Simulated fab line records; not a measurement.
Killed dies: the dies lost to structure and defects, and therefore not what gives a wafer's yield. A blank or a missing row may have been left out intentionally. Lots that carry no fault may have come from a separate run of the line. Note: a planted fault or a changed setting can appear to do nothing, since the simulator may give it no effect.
fab line records    flow sky130
record lots=12  wafers=36  last_day=50
route steps=708 shown VIA1@474 METAL2@499 VIA2@507 PAD_OPEN@708
lots with no fault: from the same line, run without faults
start_h: start of the lot's first displayed wafer, in hours after the record's first day    wait_h: how many hours have passed since the lot's step before this one    " repeats the value in the row above    L1.1+2: one row covering several wafers at once    - no value, or no start was given    * or withheld: withheld    < > ~ a bound
route shown NAME@n: names a module that has steps shown in the file, with the first one's number in the route    usual: mean/standard deviation of fault-free wafers    same: alike in all rows    chamber/n: place in a boat    sites: per-site readings    _std_site: the values' standard deviation    _edge_site: inner sites' mean taken away from outer sites' mean    radius_mm: how far each site lies from the wafer's centre    mask NAME#n: copy n    behind: tool/chamber where the wafer was last shaped    hold: cause of the lot's hold/its duration in hours/its outcome    device: transistor that didn't switch, given as n, p or np    end of line: the route-end tests of the same wafers    where a step has no rows: the recipe by itself    killed: the dies lost at the first sort to structure and to defects; this is not the yield of the wafer    map: a wafer's dies, x killed, . not, _ none there
set.NAME: the setting the step ran with; set.NAME@STEP: the setting that earlier step ran with    model.NAME: the simulator's own value behind a step, which no gauge read
one table for each step of the route and one row for each wafer, over a sample of lots
services: the hour from which a tool's chamber was out of use, counted from the record's first day as start_h (under 0 if before that day), plus the number of hours and why
## steps
# step SKY_VIA1_STRIP_16
# recipe chemistry=O2/N2  power_w=1400  pressure_mtorr=1500  platen_temp_c=withheld  o2_flow_sccm=3000  n2_flow_sccm=300  overash_fraction=0.5
# usual drypump_motor_current_A=6.1/0.55  oes_product_au=0.416/0.0047  strip_time_to_endpoint_s=4.458/0.028
lot.wafer  tool             chamber  start_h  wait_h  drypump_motor_current_A  oes_product_au  rf_hours_counter_h  strip_time_to_endpoint_s
L456.3     plasma_asher-03  1        792.21   0.1     5.5                      0.412           -                   4.444
L456.5     "                1        "        "       5.5                      0.411           -                   4.442
L456.6     "                0        "        "       6.7                      0.414           -                   4.449
L457.2     plasma_asher-04  1        795.28   0.0     5.4                      0.411           67                  4.490
L457.4     "                0        "        "       6.5                      0.414           -                   4.460
L457.6     "                0        "        "       6.5                      0.426           -                   4.497
L459.1     plasma_asher-03  1        814.02   0.0     5.5                      0.415           98                  4.433
L459.4     "                1        "        "       5.5                      0.410           -                   4.413
L459.5     "                0        "        "       6.7                      0.413           -                   4.444
L460.2     plasma_asher-01  1        827.98   0.0     6.5                      0.420           8                   4.451
L460.5     "                0        "        "       5.8                      0.418           -                   4.449
L460.6     "                1        "        "       6.5                      0.420           -                   4.467
L463.3     plasma_asher-03  1        844.75   0.1     5.5                      0.419           -                   4.477
L463.4     "                0        "        "       6.7                      0.423           -                   4.442
L463.6     "                1        "        "       5.5                      0.418           -                   4.475
L465.1     plasma_asher-03  0        869.28   0.0     6.8                      0.410           105                 4.433
L465.2     "                1        "        "       5.4                      0.425           105                 4.494
L465.4     "                1        "        "       5.5                      0.414           -                   4.428
L466.1     plasma_asher-03  1        870.62   0.0     5.5                      0.417           105                 4.424
L466.4     "                1        "        "       5.5                      0.418           -                   4.478
L466.5     "                0        "        "       6.7                      0.411           -                   4.412
L475.3     plasma_asher-04  0        969.16   0.1     6.5                      0.423           -                   4.455
L475.4     "                1        "        "       5.3                      0.417           -                   4.491
L475.6     "                1        "        "       5.4                      0.406           -                   4.447
L478.1     plasma_asher-04  0        969.48   0.0     6.5                      0.414           83                  4.441
L478.2     "                1        "        "       5.3                      0.420           83                  4.415
L478.4     "                0        "        "       6.5                      0.424           -                   4.473
L476.1     plasma_asher-04  0        970.97   0.0     6.5                      0.411           83                  4.493
L476.3     "                1        "        "       5.4                      0.414           -                   4.446
L476.6     "                1        "        "       5.4                      0.421           -                   4.427
L474.2     plasma_asher-01  0        972.43   0.0     5.8                      0.416           25                  4.438
L474.5     "                1        "        "       6.5                      0.420           -                   4.465
L474.6     "                0        "        "       5.8                      0.413           -                   4.425
L477.2     plasma_asher-04  1        975.78   0.0     5.3                      0.411           84                  4.498
L477.3     "                0        "        "       6.5                      0.416           -                   4.421
L477.4     "                1        "        "       5.3                      0.420           -                   4.447
# step SKY_METAL2_OVL_MEAS_16
# usual METAL2_OVL=-4/5.9
lot.wafer  tool        chamber  start_h  wait_h  METAL2_OVL[nm]
L456.3     overlay-01  -        819.42   0.1     -3
L456.5     "           -        "        "       -10
L456.6     "           -        "        "       -11
L457.2     overlay-02  -        823.35   0.1     -4
L457.4     "           -        "        "       -4
L457.6     "           -        "        "       1
L459.1     overlay-02  -        841.57   0.1     -15
L459.4     "           -        "        "       -9
L459.5     "           -        "        "       -17
L460.2     overlay-01  -        855.96   0.1     0
L460.5     "           -        "        "       4
L460.6     "           -        "        "       -3
L463.3     overlay-01  -        872.44   0.1     -1
L463.4     "           -        "        "       1
L463.6     "           -        "        "       5
L465.1     overlay-01  -        896.42   0.1     -13
L465.2     "           -        "        "       -18
L465.4     "           -        "        "       -15
L466.1     overlay-02  -        897.57   0.1     4
L466.4     "           -        "        "       4
L466.5     "           -        "        "       2
L475.3     overlay-01  -        993.74   0.1     -14
L475.4     "           -        "        "       -7
L475.6     "           -        "        "       -5
L478.1     overlay-02  -        994.06   0.1     -5
L478.2     "           -        "        "       -4
L478.4     "           -        "        "       -15
L476.1     overlay-01  -        995.82   0.1     -1
L476.3     "           -        "        "       -1
L476.6     "           -        "        "       -8
L474.2     overlay-01  -        997.21   0.1     1
L474.5     "           -        "        "       -6
L474.6     "           -        "        "       -3
L477.2     overlay-02  -        1001.48  0.1     -9
L477.3     "           -        "        "       -2
L477.4     "           -        "        "       -4
# step SKY_VIA2_HDPCVD_00
# recipe material=SiO2  target_thk_nm=1180  sigma_open_frac=0.3  time_s=196.7  temp_c=400  sih4_flow_sccm=60  pressure_mtorr=6
lot.wafer   tool       chamber  start_h  wait_h
L456.3+5+6  hdpcvd-01  1,2,1    820.23   0.0
L457.2+4+6  hdpcvd-02  1,0,1    824.19   0.0
L459.1+4+5  hdpcvd-02  1,2,1    842.39   0.0
L460.2+5+6  hdpcvd-01  0,1,2    856.77   0.0
L463.3+4+6  hdpcvd-01  0,1,0    873.24   0.0
L465.1+2+4  hdpcvd-01  1,2,2    897.24   0.0
L466.1+4+5  hdpcvd-01  2,2,1    898.39   0.0
L475.3+4+6  hdpcvd-02  0,2,0    994.55   0.0
L478.1+2+4  hdpcvd-01  1,0,0    994.91   0.0
L476.1+3+6  hdpcvd-02  2,1,2    996.73   0.0
L474.2+5+6  hdpcvd-02  0,0,1    998.02   0.0
L477.2+3+4  hdpcvd-01  0,2,0    1002.28  0.0
# step SKY_VIA2_THK_MEAS_01
# recipe reads=SiO2_of_VIA2_HDPCVD_00
# usual VIA2_HDPCVD_THK=1185/16
lot.wafer  tool           chamber  start_h  wait_h  VIA2_HDPCVD_THK[nm]
L456.3     film_metro-03  -        820.37   0.1     1193
L456.5     "              -        "        "       1213
L456.6     "              -        "        "       1193
L457.2     film_metro-03  -        824.32   0.1     1185
L457.4     "              -        "        "       1168
L457.6     "              -        "        "       1171
L459.1     film_metro-03  -        842.51   0.1     1160
L459.4     "              -        "        "       1152
L459.5     "              -        "        "       1166
L460.2     film_metro-04  -        856.91   0.1     1179
L460.5     "              -        "        "       1196
L460.6     "              -        "        "       1184
L463.3     film_metro-04  -        873.39   0.1     1187
L463.4     "              -        "        "       1227
L463.6     "              -        "        "       1193
L465.1     film_metro-01  -        897.36   0.1     1207
L465.2     "              -        "        "       1865
L465.4     "              -        "        "       1195
L466.1     film_metro-04  -        898.51   0.1     1193
L466.4     "              -        "        "       1200
L466.5     "              -        "        "       1860
L475.3     film_metro-04  -        994.69   0.1     1189
L475.4     "              -        "        "       1174
L475.6     "              -        "        "       1191
L478.1     film_metro-01  -        995.03   0.1     1184
L478.2     "              -        "        "       1180
L478.4     "              -        "        "       1184
L476.1     film_metro-04  -        996.85   0.1     1187
L476.3     "              -        "        "       1172
L476.6     "              -        "        "       1180
L474.2     film_metro-04  -        998.16   0.1     1170
L474.5     "              -        "        "       1170
L474.6     "              -        "        "       1150
L477.2     film_metro-01  -        1002.42  0.1     1177
L477.3     "              -        "        "       1175
L477.4     "              -        "        "       1182
# step SKY_VIA2_BOW_MEAS_03
# recipe mode=bow
# usual VIA2_BOW=86/7
lot.wafer  tool           chamber  start_h  wait_h  VIA2_BOW[um]
L456.3     film_metro-01  -        820.75   0.3     87
L456.5     "              -        "        "       93
L456.6     "              -        "        "       82
L457.2     film_metro-04  -        824.69   0.1     83
L457.4     "              -        "        "       80
L457.6     "              -        "        "       79
L459.1     film_metro-01  -        842.87   0.1     83
L459.4     "              -        "        "       90
L459.5     "              -        "        "       78
L460.2     film_metro-01  -        857.28   0.3     90
L460.5     "              -        "        "       92
L460.6     "              -        "        "       89
L463.3     film_metro-03  -        873.77   0.2     90
L463.4     "              -        "        "       88
L463.6     "              -        "        "       100
L465.1     film_metro-03  -        897.72   0.2     98
L465.2     "              -        "        "       105
L465.4     "              -        "        "       92
L466.1     film_metro-01  -        898.87   0.1     92
L466.4     "              -        "        "       82
L466.5     "              -        "        "       99
L475.3     film_metro-04  -        995.07   0.1     87
L475.4     "              -        "        "       94
L475.6     "              -        "        "       96
L478.1     film_metro-04  -        995.39   0.1     87
L478.2     "              -        "        "       96
L478.4     "              -        "        "       94
L476.1     film_metro-03  -        997.21   0.2     90
L476.3     "              -        "        "       92
L476.6     "              -        "        "       69
L474.2     film_metro-04  -        998.53   0.2     75
L474.5     "              -        "        "       85
L474.6     "              -        "        "       76
L477.2     film_metro-01  -        1002.79  0.1     73
L477.3     "              -        "        "       82
L477.4     "              -        "        "       85
# step SKY_PAD_OPEN_PROBE_99
# usual defect_limited_yield=82.3/2  killed_at_M0_to_M3=43/6.8  killed_at_M4_up=3.2/1.9  killed_at_contacts=24/5  killed_at_front_end=16/4.9  killed_at_other=0.4/0.76  killed_dies=87/10  killed_open=47/7.3  killed_short=39/6.2  sort_bin_3_pad_short=0.9/0.4  sort_bin_5_function=10.5/1.5  sort_bin_6_memory=6.4/1.2  sort_n_pass=405/10  sort_yield_pct=82.3/2
# same gross_dies=492  killed_at_back_side=0  sort_bin_4_leakage[%]=0  sort_bin_8_speed[%]=0
lot.wafer  tool       chamber  start_h  wait_h  defect_limited_yield[%]  killed_at_M0_to_M3  killed_at_M4_up  killed_at_contacts  killed_at_front_end  killed_at_other  killed_dies  killed_open  killed_short  sort_bin_3_pad_short[%]  sort_bin_5_function[%]  sort_bin_6_memory[%]  sort_n_pass  sort_yield_pct[%]
L456.3     prober-01  -        1074.42  0.2     84.3                     46                  2                18                  11                   0                77           46           31            0.4                      8.7                     6.5                   415          84.3
L456.5     prober-01  -        1074.52  0.2     79.3                     50                  7                25                  19                   1                102          49           53            0.8                      12.0                    7.9                   390          79.3
L456.6     prober-01  -        1074.57  0.2     82.9                     38                  2                28                  16                   0                84           52           32            0.2                      10.6                    6.3                   408          82.9
L465.1     prober-02  -        1134.33  0.1     78.9                     58                  3                28                  15                   0                104          48           56            0.6                      13.2                    7.3                   388          78.9
L465.2     prober-02  -        1134.38  0.1     82.7                     38                  2                27                  18                   0                85           41           44            1.6                      10.6                    5.1                   407          82.7
L465.4     prober-02  -        1134.48  0.2     79.1                     55                  1                30                  17                   0                103          58           45            1.8                      11.4                    7.7                   389          79.1
L466.1     prober-01  -        1135.59  0.1     82.3                     45                  2                20                  20                   0                87           43           44            0.2                      11.0                    6.5                   405          82.3
L466.4     prober-01  -        1135.74  0.2     79.7                     49                  2                24                  25                   0                100          60           40            1.0                      13.2                    6.1                   392          79.7
L466.5     prober-01  -        1135.79  0.2     83.5                     42                  4                24                  10                   1                81           49           32            0.6                      9.1                     6.7                   411          83.5
L478.1     prober-02  -        1201.81  0.1     80.1                     48                  1                31                  18                   0                98           52           46            0.8                      12.0                    7.1                   394          80.1
L478.2     prober-02  -        1201.86  0.1     84.1                     36                  1                26                  14                   1                78           44           34            1.2                      9.1                     5.5                   414          84.1
L478.4     prober-02  -        1201.96  0.2     83.3                     40                  3                23                  15                   1                82           43           39            0.6                      11.0                    5.1                   410          83.3
L477.2     prober-01  -        1208.80  0.1     81.9                     42                  5                25                  16                   1                89           55           33            0.4                      10.8                    6.9                   403          81.9
L477.3     prober-01  -        1208.85  0.2     80.9                     54                  1                26                  13                   0                94           51           43            0.6                      12.4                    6.1                   398          80.9
L477.4     prober-01  -        1208.90  0.2     84.1                     40                  4                22                  12                   0                78           41           37            0.6                      9.6                     5.7                   414          84.1
# killed by level:class
L456.3 VIA1:geometric_particle:open=9 VIA2:geometric_particle:open=9 POLY_GATE:geometric_particle:open=6 METAL2:geometric_particle:short=6 LI_CONTACT:geometric_particle:open=5 CONTACT:geometric_particle:open=5 VIA3:geometric_particle:open=5 LOCAL_INTERCONNECT:geometric_particle:short=4
L456.5 CONTACT:geometric_particle:open=9 VIA1:geometric_particle:open=9 METAL2:geometric_particle:short=8 POLY_GATE:geometric_particle:open=7 VIA1:geometric_particle:short=7 LI_CONTACT:geometric_particle:open=6 CONTACT:geometric_particle:short=6 METAL1:geometric_particle:short=6
L456.6 CONTACT:geometric_particle:open=18 VIA1:geometric_particle:open=11 FIELD_ISO:geometric_particle:open=7 METAL1:geometric_particle:short=5 CONTACT:geometric_particle:short=4 METAL2:geometric_particle:short=4 VIA2:geometric_particle:open=4 POLY_GATE:geometric_particle:open=3
L465.1 METAL1:geometric_particle:short=12 LI_CONTACT:geometric_particle:open=9 VIA1:geometric_particle:open=9 VIA2:geometric_particle:open=8 VIA2:geometric_particle:short=6 CONTACT:geometric_particle:open=6 FIELD_ISO:geometric_particle:short=5 LOCAL_INTERCONNECT:geometric_particle:short=5
L465.2 VIA1:geometric_particle:open=9 LOCAL_INTERCONNECT:geometric_particle:short=8 CONTACT:geometric_particle:open=8 METAL1:geometric_particle:short=8 LI_CONTACT:geometric_particle:open=6 POLY_GATE:geometric_particle:short=6 VIA2:geometric_particle:open=5 POLY_GATE:geometric_particle:open=4
L465.4 VIA1:geometric_particle:open=18 LI_CONTACT:geometric_particle:open=9 CONTACT:geometric_particle:open=9 CONTACT:geometric_particle:short=7 VIA3:geometric_particle:short=7 POLY_GATE:geometric_particle:short=4 METAL3:geometric_particle:short=4 VIA3:geometric_particle:open=4
L466.1 FIELD_ISO:geometric_particle:short=10 VIA2:geometric_particle:open=9 CONTACT:geometric_particle:open=8 VIA1:geometric_particle:open=8 METAL2:geometric_particle:short=7 VIA3:geometric_particle:open=6 FIELD_ISO:geometric_particle:open=5 VIA3:geometric_particle:short=5
L466.4 CONTACT:geometric_particle:open=12 VIA3:geometric_particle:open=10 FIELD_ISO:geometric_particle:open=7 METAL3:geometric_particle:short=7 METAL2:geometric_particle:open=6 VIA2:geometric_particle:open=6 FIELD_ISO:geometric_particle:short=5 POLY_GATE:geometric_particle:open=5
L466.5 CONTACT:geometric_particle:open=12 VIA2:geometric_particle:open=8 METAL2:geometric_particle:short=8 LI_CONTACT:geometric_particle:open=7 VIA3:geometric_particle:open=7 VIA1:geometric_particle:open=6 FIELD_ISO:geometric_particle:short=5 METAL4:geometric_particle:short=4
L478.1 VIA1:geometric_particle:open=12 CONTACT:geometric_particle:open=11 CONTACT:geometric_particle:short=9 VIA1:geometric_particle:short=8 LI_CONTACT:geometric_particle:open=7 VIA3:geometric_particle:open=7 POLY_GATE:geometric_particle:short=6 VIA2:geometric_particle:open=5
L478.2 CONTACT:geometric_particle:open=11 LI_CONTACT:geometric_particle:open=9 VIA1:geometric_particle:open=7 METAL3:geometric_particle:short=7 METAL1:geometric_particle:short=6 FIELD_ISO:geometric_particle:open=4 FIELD_ISO:geometric_particle:short=4 VIA2:geometric_particle:open=4
L478.4 LI_CONTACT:geometric_particle:open=11 VIA1:geometric_particle:open=9 POLY_GATE:geometric_particle:short=6 CONTACT:geometric_particle:open=6 VIA2:geometric_particle:open=6 METAL2:geometric_particle:short=5 METAL3:geometric_particle:short=5 METAL1:geometric_particle:short=4
L477.2 VIA1:geometric_particle:open=15 CONTACT:geometric_particle:short=10 CONTACT:geometric_particle:open=7 VIA3:geometric_particle:open=7 FIELD_ISO:geometric_particle:open=6 POLY_GATE:geometric_particle:open=5 VIA2:geometric_particle:open=5 LI_CONTACT:geometric_particle:open=4
L477.3 CONTACT:geometric_particle:open=16 VIA1:geometric_particle:open=9 METAL1:geometric_particle:short=8 VIA3:geometric_particle:open=8 VIA1:geometric_particle:short=7 METAL2:geometric_particle:short=6 VIA3:geometric_particle:short=5 METAL3:geometric_particle:short=4
L477.4 VIA3:geometric_particle:open=8 LI_CONTACT:geometric_particle:open=6 CONTACT:geometric_particle:open=6 VIA1:geometric_particle:open=6 CONTACT:geometric_particle:short=4 METAL1:geometric_particle:short=4 METAL2:geometric_particle:short=4 VIA2:geometric_particle:short=4
## services
tool             chamber  start_h  hours  kind
plasma_asher-04  -        822.83   26.3   repair
plasma_asher-03  -        823.49   0.8    repair
plasma_asher-04  -        830.65   1.9    repair
hdpcvd-01        -        844.08   0.6    repair
hdpcvd-02        0        847.36   3.5    repair
plasma_asher-04  -        849.17   2.8    pm
plasma_asher-03  -        908.79   4.1    repair
plasma_asher-03  -        950.21   2.2    repair
hdpcvd-02        -        950.25   15.0   pm
hdpcvd-02        0        950.25   15.0   vent_cycle
hdpcvd-02        1        950.25   15.0   vent_cycle
hdpcvd-02        2        950.25   15.0   vent_cycle
hdpcvd-02        -        965.25   2.8    pm
hdpcvd-02        0        965.25   -      clean
hdpcvd-02        1        965.25   -      clean
hdpcvd-02        2        965.25   -      clean
hdpcvd-02        -        980.85   0.6    repair
hdpcvd-02        -        986.97   1.6    repair
## key
first_sign step=SKY_VIA2_THK_MEAS_01  reading=VIA2_HDPCVD_THK  direction=up  sigmas=44  usual=1185  struck=1863
effect none on later readings
met_at SKY_VIA2_HDPCVD_00
struck_lots L465,L466
struck_wafers L465.2,L466.5
not_acting_at SKY_VIA1_STRIP_16,SKY_METAL2_OVL_MEAS_16,SKY_VIA2_BOW_MEAS_03
onset_between 873.24 897.24
fault kind=process_parameter_drift  tool=hdpcvd-01  chamber=-  onset_h=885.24  steps=SKY_VIA2_HDPCVD_00  channel=target_thk_nm  offset=666.93  shape=step  end_h=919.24  scope=struck_wafers_only  acts_in=these_recipes_only  stated=1180
